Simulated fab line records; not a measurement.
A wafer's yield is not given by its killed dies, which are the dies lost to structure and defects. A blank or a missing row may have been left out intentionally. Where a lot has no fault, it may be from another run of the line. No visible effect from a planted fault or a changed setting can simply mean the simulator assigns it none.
fab line records + flow sky130
record:
- lots: 9
- wafers: 27
- last_day: 50
route steps=708 shown METAL4@630 VIA4@652 METAL5@663 PAD_OPEN@708
lots untouched by any fault: they come from a run of this same line in which no faults occurred
start_h: hours from the record's first day to the start of the lot's first wafer shown + wait_h: time in hours since the lot's previous step + " identical to the entry in the row above + L1.1+2: a row that stands for several wafers + - value missing, or start not given + * or withheld: withheld + < > ~ a bound
route shown NAME@n: NAME is a module with steps in the file, n the number in the route of the first one + usual: the fault-free wafers' mean and standard deviation + same: alike in all rows + chamber/n: place in a boat + sites: readings site by site + _std_site: how widely they spread, as a standard deviation + _edge_site: outer sites' mean less inner sites' + radius_mm: for every site, how far away it sits from the centre of the wafer + mask NAME#n: copy n + behind: the tool/chamber that last shaped the wafer + hold: what put the lot on hold/how long, in hours/how the hold closed + device: whichever transistor did not switch (one of n, p or np) + end of line: tests run on the same wafers once the route is complete + a step without rows: its recipe alone + killed: not the wafer's yield, but the dies lost to structure and defects at the first sort + map: a wafer's dies, x killed, . not, _ none there
set.NAME: setting as actually run; set.NAME@STEP: the setting as run at that earlier step + model.NAME: the simulator's own value behind a step, which no gauge read
a sample of lots followed through the steps of the route, with each step as a table and each wafer as a row
services: when a tool's chamber went out of use (start_h, in hours from the record's first day, below 0 if earlier), for how many hours, and the reason
== steps ==
step: SKY_METAL4_OVL_MEAS_14
usual:
- METAL4_OVL: 3/6.5
| lot.wafer | tool       | chamber | start_h | wait_h | METAL4_OVL[nm] |
|-----------|------------|---------|---------|--------|----------------|
| L142.2    | overlay-01 | -       | 969.22  | 0.1    | 8              |
| L142.5    | "          | -       | "       | "      | 10             |
| L142.6    | "          | -       | "       | "      | 8              |
| L144.2    | overlay-01 | -       | 997.47  | 0.1    | 5              |
| L144.4    | "          | -       | "       | "      | 3              |
| L144.5    | "          | -       | "       | "      | 0              |
| L146.1    | overlay-02 | -       | 1007.31 | 0.1    | 14             |
| L146.3    | "          | -       | "       | "      | 12             |
| L146.4    | "          | -       | "       | "      | 13             |
| L149.1    | overlay-01 | -       | 1029.51 | 0.1    | -4             |
| L149.2    | "          | -       | "       | "      | 0              |
| L149.4    | "          | -       | "       | "      | -3             |
| L153.1    | overlay-01 | -       | 1046.87 | 0.1    | -7             |
| L153.3    | "          | -       | "       | "      | -11            |
| L153.5    | "          | -       | "       | "      | 1              |
| L152.2    | overlay-02 | -       | 1052.40 | 0.1    | 10             |
| L152.5    | "          | -       | "       | "      | 7              |
| L152.6    | "          | -       | "       | "      | 7              |
| L158.3    | overlay-02 | -       | 1082.32 | 0.1    | 8              |
| L158.4    | "          | -       | "       | "      | 1              |
| L158.6    | "          | -       | "       | "      | 9              |
| L162.1    | overlay-02 | -       | 1123.66 | 0.1    | 12             |
| L162.3    | "          | -       | "       | "      | 3              |
| L162.5    | "          | -       | "       | "      | 4              |
| L163.2    | overlay-02 | -       | 1125.77 | 0.1    | -3             |
| L163.3    | "          | -       | "       | "      | 9              |
| L163.6    | "          | -       | "       | "      | 5              |
step: SKY_VIA4_STRIP_13
recipe:
- chemistry: O2/N2
- power_w: 1400
- pressure_mtorr: 1500
- platen_temp_c: withheld
- o2_flow_sccm: 3000
- n2_flow_sccm: 300
- overash_fraction: 0.5
usual:
- chamber_pressure_mTorr: 1500.0/1.4
- drypump_motor_current_A: 5.8/0.44
- oes_product_au: 0.709/0.0043
- strip_time_to_endpoint_s: 12.798/0.026
| lot.wafer | tool            | chamber | start_h | wait_h | chamber_pressure_mTorr | drypump_motor_current_A | oes_product_au | rf_hours_counter_h | strip_time_to_endpoint_s |
|-----------|-----------------|---------|---------|--------|------------------------|-------------------------|----------------|--------------------|--------------------------|
| L142.2    | plasma_asher-01 | 0       | 994.15  | -      | 1499.7                 | 6.1                     | 0.713          | 115                | 12.830                   |
| L142.5    | "               | 1       | "       | "      | 1499.6                 | 5.7                     | 0.708          | -                  | 12.785                   |
| L142.6    | "               | 0       | "       | "      | 1499.2                 | 6.1                     | 0.707          | -                  | 12.802                   |
| L144.2    | plasma_asher-04 | 0       | 1021.30 | -      | 1499.7                 | 6.3                     | 0.710          | 91                 | 12.808                   |
| L144.4    | "               | 1       | "       | "      | 1499.2                 | 5.8                     | 0.715          | -                  | 12.775                   |
| L144.5    | "               | 1       | "       | "      | 1501.6                 | 5.8                     | 0.704          | -                  | 12.821                   |
| L146.1    | plasma_asher-04 | 0       | 1033.24 | -      | 1500.6                 | 6.3                     | 0.711          | 92                 | 12.825                   |
| L146.3    | "               | 0       | "       | "      | 1497.7                 | 6.3                     | 0.707          | -                  | 12.750                   |
| L146.4    | "               | 1       | "       | "      | 1501.1                 | 5.8                     | 0.711          | -                  | 12.815                   |
| L149.1    | plasma_asher-01 | 1       | 1052.29 | -      | 1501.0                 | 5.7                     | 0.713          | 120                | 12.804                   |
| L149.2    | "               | 0       | "       | "      | 1500.2                 | 6.1                     | 0.714          | 120                | 12.782                   |
| L149.4    | "               | 1       | "       | "      | 1498.4                 | 5.7                     | 0.716          | -                  | 12.785                   |
| L153.1    | plasma_asher-03 | 0       | 1068.95 | -      | 1497.7                 | 5.0                     | 0.714          | 62                 | 12.817                   |
| L153.3    | "               | 0       | "       | "      | 1497.7                 | 5.0                     | 0.710          | -                  | 12.786                   |
| L153.5    | "               | 0       | "       | "      | 1498.2                 | 5.0                     | 0.714          | -                  | 12.775                   |
| L152.2    | plasma_asher-01 | 0       | 1073.90 | -      | 1501.1                 | 6.1                     | 0.708          | 1                  | 12.772                   |
| L152.5    | "               | 0       | "       | "      | 1500.5                 | 6.1                     | 0.706          | -                  | 12.769                   |
| L152.6    | "               | 1       | "       | "      | 1503.5                 | 5.7                     | 0.706          | -                  | 12.782                   |
| L158.3    | plasma_asher-03 | 0       | 1103.68 | -      | 1501.6                 | 5.0                     | 0.719          | -                  | 12.805                   |
| L158.4    | "               | 1       | "       | "      | 1500.3                 | 6.1                     | 0.712          | -                  | 12.761                   |
| L158.6    | "               | 1       | "       | "      | 1500.7                 | 6.1                     | 0.719          | -                  | 12.800                   |
| L162.1    | plasma_asher-03 | 0       | 1143.45 | -      | 1501.7                 | 5.0                     | 0.710          | 68                 | 12.779                   |
| L162.3    | "               | 0       | "       | "      | 1501.0                 | 5.0                     | 0.710          | -                  | 12.809                   |
| L162.5    | "               | 1       | "       | "      | 1499.7                 | 6.1                     | 0.709          | -                  | 12.816                   |
| L163.2    | plasma_asher-04 | 0       | 1146.40 | -      | 1503.8                 | 6.3                     | 0.716          | 103                | 12.830                   |
| L163.3    | "               | 0       | "       | "      | 1498.5                 | 6.3                     | 0.707          | -                  | 12.818                   |
| L163.6    | "               | 1       | "       | "      | 1500.5                 | 5.8                     | 0.711          | -                  | 12.828                   |
step: SKY_VIA4_SPUTTER_17
recipe:
- material: TiN
- target_thk_nm: 20
- chamber_pressure_pa: 5
- power_w: 4000
- time_s: 80
usual:
- cathode_dc_power_W: 4000.1/0.72
- throttle_valve_pct: 30.3/0.99
| lot.wafer | tool           | chamber | start_h | wait_h | cathode_dc_power_W | throttle_valve_pct |
|-----------|----------------|---------|---------|--------|--------------------|--------------------|
| L142.2    | pvd_sputter-01 | -       | 994.78  | 0.0    | 4000.4             | 29.9               |
| L142.5    | "              | -       | "       | "      | 4000.1             | 30.4               |
| L142.6    | "              | -       | "       | "      | 4000.8             | 31.1               |
| L144.2    | pvd_sputter-01 | -       | 1021.89 | 0.0    | 3998.9             | 30.4               |
| L144.4    | "              | -       | "       | "      | 3999.4             | 30.1               |
| L144.5    | "              | -       | "       | "      | 4000.7             | 30.0               |
| L146.1    | pvd_sputter-02 | -       | 1033.88 | 0.0    | 3999.9             | 30.8               |
| L146.3    | "              | -       | "       | "      | 3999.4             | 29.2               |
| L146.4    | "              | -       | "       | "      | 4000.5             | 32.6               |
| L149.1    | pvd_sputter-01 | -       | 1053.23 | 0.0    | 4000.0             | 30.1               |
| L149.2    | "              | -       | "       | "      | 3999.9             | 29.8               |
| L149.4    | "              | -       | "       | "      | 4000.7             | 31.7               |
| L153.1    | pvd_sputter-04 | -       | 1069.58 | 0.0    | 4000.3             | 30.9               |
| L153.3    | "              | -       | "       | "      | 3999.7             | 29.5               |
| L153.5    | "              | -       | "       | "      | 3999.9             | 29.6               |
| L152.2    | pvd_sputter-02 | -       | 1074.53 | 0.0    | 4000.1             | 30.4               |
| L152.5    | "              | -       | "       | "      | 3999.7             | 32.4               |
| L152.6    | "              | -       | "       | "      | 4001.0             | 29.6               |
| L158.3    | pvd_sputter-01 | -       | 1104.26 | 0.0    | 4000.2             | 30.2               |
| L158.4    | "              | -       | "       | "      | 4000.0             | 30.3               |
| L158.6    | "              | -       | "       | "      | 4000.9             | 30.4               |
| L162.1    | pvd_sputter-01 | -       | 1144.08 | 0.0    | 4000.2             | 31.3               |
| L162.3    | "              | -       | "       | "      | 4001.3             | 30.0               |
| L162.5    | "              | -       | "       | "      | 4000.3             | 30.0               |
| L163.2    | pvd_sputter-02 | -       | 1146.99 | 0.0    | 4001.3             | 28.7               |
| L163.3    | "              | -       | "       | "      | 4000.8             | 30.6               |
| L163.6    | "              | -       | "       | "      | 4000.0             | 30.2               |
step: SKY_METAL5_SPUTTER_02
recipe:
- material: AlCu
- target_thk_nm: 1150
- power_w: 10450
- time_s: 61.2
- chamber_pressure_pa: 0.4
usual:
- cathode_dc_power_W: 10450/1.9
- throttle_valve_pct: 30.0/1.4
| lot.wafer | tool           | chamber | start_h | wait_h | cathode_dc_power_W | throttle_valve_pct |
|-----------|----------------|---------|---------|--------|--------------------|--------------------|
| L142.2    | pvd_sputter-02 | -       | 995.52  | 0.0    | 10452              | 30.5               |
| L142.5    | "              | -       | "       | "      | 10447              | 28.7               |
| L142.6    | "              | -       | "       | "      | 10453              | 30.4               |
| L144.2    | pvd_sputter-02 | -       | 1022.63 | 0.0    | 10448              | 30.5               |
| L144.4    | "              | -       | "       | "      | 10448              | 28.6               |
| L144.5    | "              | -       | "       | "      | 10452              | 29.3               |
| L146.1    | pvd_sputter-03 | -       | 1034.99 | 0.0    | 10450              | 29.9               |
| L146.3    | "              | -       | "       | "      | 10447              | 28.3               |
| L146.4    | "              | -       | "       | "      | 10452              | 32.2               |
| L149.1    | pvd_sputter-03 | -       | 1053.97 | 0.0    | 10451              | 30.0               |
| L149.2    | "              | -       | "       | "      | 10453              | 28.0               |
| L149.4    | "              | -       | "       | "      | 10449              | 32.1               |
| L153.1    | pvd_sputter-02 | -       | 1070.32 | 0.0    | 10453              | 30.2               |
| L153.3    | "              | -       | "       | "      | 10450              | 29.4               |
| L153.5    | "              | -       | "       | "      | 10449              | 29.1               |
| L152.2    | pvd_sputter-03 | -       | 1075.28 | 0.0    | 10452              | 27.9               |
| L152.5    | "              | -       | "       | "      | 10447              | 28.2               |
| L152.6    | "              | -       | "       | "      | 10453              | 29.7               |
| L158.3    | pvd_sputter-02 | -       | 1105.00 | 0.0    | 10450              | 29.4               |
| L158.4    | "              | -       | "       | "      | 10452              | 30.2               |
| L158.6    | "              | -       | "       | "      | 10449              | 32.6               |
| L162.1    | pvd_sputter-01 | -       | 1144.96 | 0.0    | 10449              | 30.1               |
| L162.3    | "              | -       | "       | "      | 10451              | 30.1               |
| L162.5    | "              | -       | "       | "      | 10450              | 29.9               |
| L163.2    | pvd_sputter-01 | -       | 1147.82 | 0.0    | 10449              | 30.0               |
| L163.3    | "              | -       | "       | "      | 10451              | 31.1               |
| L163.6    | "              | -       | "       | "      | 10447              | 31.5               |
step: SKY_METAL5_RS_MEAS_05
recipe:
- thk_meas_gauge: four-point-probe
- reads: TiN_of_METAL5_SPUTTER_04+Ti_of_METAL5_SPUTTER_03+AlCu_of_METAL5_SPUTTER_02+TiN_of_METAL5_SPUTTER_01+Ti_of_METAL5_SPUTTER_00
usual:
- METAL5_ALCU_RS: 0.02747/0.00028
| lot.wafer | tool          | chamber | start_h | wait_h | METAL5_ALCU_RS[ohm/sq] |
|-----------|---------------|---------|---------|--------|------------------------|
| L142.2    | film_metro-03 | -       | 995.66  | 0.0    | 0.0273                 |
| L142.5    | "             | -       | "       | "      | 0.02723                |
| L142.6    | "             | -       | "       | "      | 0.02738                |
| L144.2    | film_metro-04 | -       | 1022.77 | 0.0    | 0.02714                |
| L144.4    | "             | -       | "       | "      | 0.02728                |
| L144.5    | "             | -       | "       | "      | 0.02707                |
| L146.1    | film_metro-01 | -       | 1035.11 | 0.0    | 0.02749                |
| L146.3    | "             | -       | "       | "      | 0.02729                |
| L146.4    | "             | -       | "       | "      | 0.02729                |
| L149.1    | film_metro-04 | -       | 1054.09 | 0.0    | 0.02777                |
| L149.2    | "             | -       | "       | "      | 0.02776                |
| L149.4    | "             | -       | "       | "      | 0.02789                |
| L153.1    | film_metro-04 | -       | 1070.44 | 0.0    | 0.0272                 |
| L153.3    | "             | -       | "       | "      | 0.02725                |
| L153.5    | "             | -       | "       | "      | 0.0419                 |
| L152.2    | film_metro-03 | -       | 1075.41 | 0.0    | 0.02761                |
| L152.5    | "             | -       | "       | "      | 0.02769                |
| L152.6    | "             | -       | "       | "      | 0.02782                |
| L158.3    | film_metro-04 | -       | 1105.16 | 0.1    | 0.02698                |
| L158.4    | "             | -       | "       | "      | 0.0409                 |
| L158.6    | "             | -       | "       | "      | 0.02718                |
| L162.1    | film_metro-03 | -       | 1145.08 | 0.0    | 0.02781                |
| L162.3    | "             | -       | "       | "      | 0.02771                |
| L162.5    | "             | -       | "       | "      | 0.02786                |
| L163.2    | film_metro-01 | -       | 1147.96 | 0.0    | 0.02728                |
| L163.3    | "             | -       | "       | "      | 0.02687                |
| L163.6    | "             | -       | "       | "      | 0.02688                |
step: SKY_METAL5_THK_MEAS_06
recipe:
- thk_meas_gauge: xrf
- reads: AlCu_of_METAL5_SPUTTER_02
usual:
- METAL5_ALCU_THK: 1121/10
| lot.wafer | tool          | chamber | start_h | wait_h | METAL5_ALCU_THK[nm] |
|-----------|---------------|---------|---------|--------|---------------------|
| L142.2    | film_metro-03 | -       | 995.77  | 0.1    | 1120                |
| L142.5    | "             | -       | "       | "      | 1117                |
| L142.6    | "             | -       | "       | "      | 1118                |
| L144.2    | film_metro-04 | -       | 1022.88 | 0.1    | 1130                |
| L144.4    | "             | -       | "       | "      | 1128                |
| L144.5    | "             | -       | "       | "      | 1135                |
| L146.1    | film_metro-01 | -       | 1035.23 | 0.1    | 1121                |
| L146.3    | "             | -       | "       | "      | 1137                |
| L146.4    | "             | -       | "       | "      | 1133                |
| L149.1    | film_metro-04 | -       | 1054.21 | 0.1    | 1122                |
| L149.2    | "             | -       | "       | "      | 1124                |
| L149.4    | "             | -       | "       | "      | 1110                |
| L153.1    | film_metro-04 | -       | 1070.56 | 0.1    | 1132                |
| L153.3    | "             | -       | "       | "      | 1124                |
| L153.5    | "             | -       | "       | "      | 736                 |
| L152.2    | film_metro-03 | -       | 1075.52 | 0.1    | 1109                |
| L152.5    | "             | -       | "       | "      | 1114                |
| L152.6    | "             | -       | "       | "      | 1100                |
| L158.3    | film_metro-04 | -       | 1105.26 | 0.1    | 1133                |
| L158.4    | "             | -       | "       | "      | 747                 |
| L158.6    | "             | -       | "       | "      | 1126                |
| L162.1    | film_metro-03 | -       | 1145.20 | 0.1    | 1104                |
| L162.3    | "             | -       | "       | "      | 1109                |
| L162.5    | "             | -       | "       | "      | 1105                |
| L163.2    | film_metro-01 | -       | 1148.07 | 0.1    | 1127                |
| L163.3    | "             | -       | "       | "      | 1148                |
| L163.6    | "             | -       | "       | "      | 1148                |
step: SKY_METAL5_METAL_ETCH_15
recipe:
- target_depth_a: 12600
- stop_on: SiO2
- over_etch_frac: 0.2
- time_s: 252
- chemistry: Cl2/BCl3
- resist_sidewall_deg: 86
- pressure_mtorr: 10
- icp_w: 900
- bias_w: 48.5
- Cl2_flow_sccm: 60
- bcl3_flow_sccm: 30
usual:
- bias_w: 48.49/0.13
- chamber_pressure_mTorr: 10.000/0.01
- drypump_motor_current_A: 5.6/0.43
- he_backside_leak_sccm: 3.29/0.23
- oes_product_au: 0.893/0.0053
- rf_fwd_power_W: 897.3/2.8
- throttle_valve_pct: 22.264/0.0083
| lot.wafer | tool         | chamber | start_h | wait_h | bias_w | chamber_pressure_mTorr | drypump_motor_current_A | he_backside_leak_sccm | oes_product_au | rf_fwd_power_W | rf_hours_counter_h | throttle_valve_pct |
|-----------|--------------|---------|---------|--------|--------|------------------------|-------------------------|-----------------------|----------------|----------------|--------------------|--------------------|
| L142.2    | rie_metal-01 | 1       | 1017.38 | 0.0    | 48.51  | 9.990                  | 5.8                     | 3.23                  | 0.886          | 896.4          | 18                 | 22.259             |
| L142.5    | "            | 1       | "       | "      | 48.73  | 10.009                 | 5.8                     | 3.51                  | 0.887          | 894.9          | -                  | 22.270             |
| L142.6    | "            | 0       | "       | "      | 48.52  | 9.981                  | 5.1                     | 3.23                  | 0.897          | 901.1          | -                  | 22.275             |
| L144.2    | rie_metal-02 | 0       | 1043.83 | 0.0    | 48.40  | 9.981                  | 6.4                     | 3.39                  | 0.890          | 895.9          | 16                 | 22.269             |
| L144.4    | "            | 1       | "       | "      | 48.72  | 10.002                 | 5.4                     | 3.14                  | 0.898          | 896.0          | -                  | 22.261             |
| L144.5    | "            | 0       | "       | "      | 48.42  | 10.018                 | 6.3                     | 3.38                  | 0.893          | 894.2          | -                  | 22.256             |
| L146.1    | rie_metal-01 | 1       | 1056.33 | 0.0    | 48.62  | 10.010                 | 5.8                     | 3.39                  | 0.897          | 900.0          | 20                 | 22.271             |
| L146.3    | "            | 0       | "       | "      | 48.67  | 9.997                  | 5.1                     | 3.23                  | 0.903          | 896.0          | -                  | 22.266             |
| L146.4    | "            | 1       | "       | "      | 48.65  | 10.004                 | 5.8                     | 3.29                  | 0.896          | 896.6          | -                  | 22.265             |
| L149.1    | rie_metal-02 | 0       | 1074.32 | 0.0    | 48.53  | 9.988                  | 6.4                     | 3.25                  | 0.892          | 892.3          | 17                 | 22.265             |
| L149.2    | "            | 1       | "       | "      | 48.46  | 9.989                  | 5.4                     | 3.34                  | 0.889          | 897.2          | 5                  | 22.259             |
| L149.4    | "            | 0       | "       | "      | 48.82  | 10.010                 | 6.4                     | 3.39                  | 0.888          | 895.5          | -                  | 22.269             |
| L153.1    | rie_metal-02 | 0       | 1090.33 | 0.0    | 48.46  | 9.990                  | 6.4                     | 3.36                  | 0.892          | 893.5          | 19                 | 22.256             |
| L153.3    | "            | 0       | "       | "      | 48.30  | 10.010                 | 6.4                     | 4.12                  | 0.894          | 895.8          | -                  | 22.272             |
| L153.5    | "            | 1       | "       | "      | 48.47  | 9.998                  | 5.4                     | 3.43                  | 0.734          | 896.8          | -                  | 22.273             |
| L152.2    | rie_metal-04 | 0       | 1094.62 | 0.0    | 48.53  | 9.992                  | 5.8                     | 3.10                  | 0.896          | 901.0          | 11                 | 22.266             |
| L152.5    | "            | 1       | "       | "      | 48.66  | 10.003                 | 5.2                     | 3.15                  | 0.894          | 897.5          | -                  | 22.253             |
| L152.6    | "            | 0       | "       | "      | 48.62  | 9.989                  | 5.9                     | 3.02                  | 0.880          | 897.5          | -                  | 22.246             |
| L158.3    | rie_metal-02 | 0       | 1124.45 | 0.1    | 48.33  | 10.006                 | 6.4                     | 3.26                  | 0.898          | 900.7          | -                  | 22.261             |
| L158.4    | "            | 1       | "       | "      | 48.53  | 10.000                 | 5.4                     | 3.46                  | 0.739          | 897.0          | -                  | 22.263             |
| L158.6    | "            | 0       | "       | "      | 48.33  | 9.996                  | 6.4                     | 3.23                  | 0.891          | 899.0          | -                  | 22.277             |
| L162.1    | rie_metal-01 | 1       | 1161.88 | 0.0    | 48.49  | 9.991                  | 5.8                     | 2.99                  | 0.888          | 898.4          | 29                 | 22.255             |
| L162.3    | "            | 0       | "       | "      | 48.37  | 9.995                  | 5.2                     | 3.20                  | 0.890          | 899.8          | -                  | 22.265             |
| L162.5    | "            | 0       | "       | "      | 48.70  | 9.989                  | 5.1                     | 3.11                  | 0.892          | 900.5          | -                  | 22.257             |
| L163.2    | rie_metal-01 | 1       | 1164.47 | 0.0    | 48.50  | 9.985                  | 5.8                     | 3.06                  | 0.896          | 894.4          | 29                 | 22.248             |
| L163.3    | "            | 1       | "       | "      | 48.36  | 9.990                  | 5.8                     | 3.40                  | 0.902          | 897.1          | -                  | 22.250             |
| L163.6    | "            | 0       | "       | "      | 48.47  | 10.004                 | 5.1                     | 3.01                  | 0.900          | 901.9          | -                  | 22.255             |
step: SKY_PAD_OPEN_PROBE_99
usual:
- defect_limited_yield: 82.6/2
- killed_at_M0_to_M3: 43/7.3
- killed_at_M4_up: 3.1/1.7
- killed_at_contacts: 24/4.7
- killed_at_front_end: 15/4.6
- killed_at_other: 0.3/0.55
- killed_dies: 86/9.7
- killed_open: 47/6.7
- killed_short: 39/6.5
- sort_bin_3_pad_short: 0.9/0.41
- sort_bin_5_function: 10.3/1.5
- sort_bin_6_memory: 6.2/1.1
- sort_n_pass: 406/9.7
- sort_yield_pct: 82.6/2
same:
- gross_dies: 492
- killed_at_back_side: 0
- sort_bin_4_leakage[%]: 0
- sort_bin_8_speed[%]: 0
| lot.wafer | tool      | chamber | start_h | wait_h | defect_limited_yield[%] | killed_at_M0_to_M3 | killed_at_M4_up | killed_at_contacts | killed_at_front_end | killed_at_other | killed_dies | killed_open | killed_short | sort_bin_3_pad_short[%] | sort_bin_5_function[%] | sort_bin_6_memory[%] | sort_n_pass | sort_yield_pct[%] |
|-----------|-----------|---------|---------|--------|-------------------------|--------------------|-----------------|--------------------|---------------------|-----------------|-------------|-------------|--------------|-------------------------|------------------------|----------------------|-------------|-------------------|
| L152.2    | prober-02 | -       | 1137.25 | 0.1    | 83.1                    | 47                 | 2               | 19                 | 15                  | 0               | 83          | 39          | 44           | 0.8                     | 8.9                    | 7.1                  | 409         | 83.1              |
| L152.5    | prober-02 | -       | 1137.40 | 0.2    | 81.1                    | 46                 | 2               | 27                 | 17                  | 1               | 93          | 48          | 45           | 0.8                     | 12.2                   | 5.9                  | 399         | 81.1              |
| L152.6    | prober-02 | -       | 1137.45 | 0.2    | 80.5                    | 48                 | 0               | 31                 | 17                  | 0               | 96          | 54          | 42           | 1.0                     | 12.0                   | 6.5                  | 396         | 80.5              |
killed by level:class
L152.2 METAL1:geometric_particle:short=12 VIA2:geometric_particle:open=8 VIA1:geometric_particle:short=7 VIA3:geometric_particle:open=7 FIELD_ISO:geometric_particle:short=5 LI_CONTACT:geometric_particle:open=5 CONTACT:geometric_particle:open=4 VIA3:geometric_particle:short=4
L152.5 LI_CONTACT:geometric_particle:open=10 METAL2:geometric_particle:short=9 CONTACT:geometric_particle:open=7 VIA1:geometric_particle:open=7 VIA3:geometric_particle:open=6 FIELD_ISO:geometric_particle:open=5 METAL1:geometric_particle:short=5 VIA1:geometric_particle:short=5
L152.6 CONTACT:geometric_particle:open=16 VIA1:geometric_particle:open=14 VIA1:geometric_particle:short=8 METAL2:geometric_particle:short=6 POLY_GATE:geometric_particle:short=5 LI_CONTACT:geometric_particle:open=5 CONTACT:geometric_particle:short=5 VIA2:geometric_particle:open=4
== services ==
| tool            | chamber | start_h | hours | kind                   |
|-----------------|---------|---------|-------|------------------------|
| pvd_sputter-02  | -       | 973.16  | 1.4   | repair                 |
| pvd_sputter-03  | 0       | 989.72  | -     | consumable_replace:kit |
| pvd_sputter-03  | 0       | 989.72  | 18.0  | scheduled_down         |
| pvd_sputter-03  | 0       | 989.72  | 18.0  | vent_cycle             |
| rie_metal-04    | -       | 997.74  | 2.6   | repair                 |
| pvd_sputter-04  | -       | 1020.55 | 11.3  | repair                 |
| plasma_asher-01 | -       | 1055.25 | 9.0   | pm                     |
| plasma_asher-01 | 0       | 1055.25 | 9.0   | vent_cycle             |
| plasma_asher-01 | 1       | 1055.25 | 9.0   | vent_cycle             |
| plasma_asher-01 | 0       | 1064.25 | -     | clean                  |
| plasma_asher-01 | 1       | 1064.25 | -     | clean                  |
| pvd_sputter-03  | 3       | 1082.85 | -     | consumable_replace:kit |
| pvd_sputter-03  | 3       | 1082.85 | 18.0  | scheduled_down         |
| pvd_sputter-03  | 3       | 1082.85 | 18.0  | vent_cycle             |
| pvd_sputter-03  | -       | 1096.05 | 2.5   | repair                 |
| pvd_sputter-01  | -       | 1105.23 | 4.9   | repair                 |
| pvd_sputter-04  | -       | 1127.94 | 20.7  | repair                 |
| pvd_sputter-02  | 3       | 1130.21 | -     | consumable_replace:kit |
| pvd_sputter-02  | 3       | 1130.21 | 18.0  | scheduled_down         |
| pvd_sputter-02  | 3       | 1130.21 | 18.0  | vent_cycle             |
| pvd_sputter-01  | 3       | 1146.78 | -     | consumable_replace:kit |
| pvd_sputter-01  | 3       | 1146.78 | 18.0  | scheduled_down         |
| pvd_sputter-01  | 3       | 1146.78 | 18.0  | vent_cycle             |
| rie_metal-02    | 0       | 1147.71 | 10.1  | repair                 |
== key ==
first_sign:
- step: SKY_METAL5_RS_MEAS_05
- reading: METAL5_ALCU_RS
- direction: up
- sigmas: 50
- usual: 0.02747
- struck: 0.0414
effect:
- step: SKY_METAL5_THK_MEAS_06
- reading: METAL5_ALCU_THK
- direction: down
- sigmas: 37
- usual: 1121
- struck: 742
effect:
- step: SKY_METAL5_METAL_ETCH_15
- reading: oes_product_au
- direction: down
- sigmas: 30
- usual: 0.893
- struck: 0.737
met_at SKY_METAL5_SPUTTER_02
struck_lots L153,L158
struck_wafers L153.5,L158.4
not_acting_at SKY_METAL4_OVL_MEAS_14,SKY_VIA4_STRIP_13,SKY_VIA4_SPUTTER_17
onset_between 1022.63 1070.32
fault:
- kind: process_parameter_drift
- tool: pvd_sputter-02
- chamber: -
- onset_h: 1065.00
- steps: SKY_METAL5_SPUTTER_02
- channel: target_thk_nm
- offset: -401.7
- shape: step
- end_h: 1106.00
- scope: struck_wafers_only
- acts_in: these_recipes_only
- stated: 1150
